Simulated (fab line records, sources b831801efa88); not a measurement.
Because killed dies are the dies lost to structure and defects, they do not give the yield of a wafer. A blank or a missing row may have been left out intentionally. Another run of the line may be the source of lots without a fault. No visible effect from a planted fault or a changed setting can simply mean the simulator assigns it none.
Matching of chambers    flow gf180mcu    GF_V1_CVD_02 on pecvd-01 has 3 sister chambers
The step deposits SiO2 from TEOS, target thk 850 nm, time 94.851 s. 3 wafers are shown with their chamber, then 8 later ones without.

== WAFERS PAIRED WITH THEIR CHAMBERS ==
wafer   chamber  heater_power_w (W)
L488.1  0        749
L488.5  1        635
L490.2  2        695

== WAFERS WITHOUT THEIR CHAMBER ==
wafer   heater_power_w (W)
L490.4  656
L490.5  631
L493.1  624
L493.3  665
L493.5  519
L494.4  771
L494.5  498
L494.6  703

== EACH ONE'S CHAMBER ==
wafer   from the rows above           in truth
L490.4  can't be placed: 1 or 2 or 0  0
L490.5  can't be placed: 1 or 2 or 0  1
L493.1  can't be placed: 1 or 2 or 0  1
L493.3  can't be placed: 1 or 2 or 0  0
L493.5  can't be placed: 1 or 2 or 0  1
L494.4  can't be placed: 0 or 2 or 1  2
L494.5  can't be placed: 1 or 2 or 0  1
L494.6  can't be placed: 2 or 0 or 1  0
0 of 8 placed correctly. Cannot be placed on the basis of these rows: 8; the candidates contain the true chamber in 8. 0 placed wrongly.
How it was worked out, from the rows above alone: a wafer's distance from a chamber is the root of the sum, over the readings, of the square of ((its reading less the chamber's mean) divided by the reading's scatter). If the next closest chamber is less than 2 further off than the closest, the wafer can't be placed; otherwise it belongs to the closest. For every chamber, the mean is computed from those of its wafers that are shown. The scatter: with one shown wafer a chamber, the root of the mean of the squares of how far each hidden wafer lies from its nearest shown one.
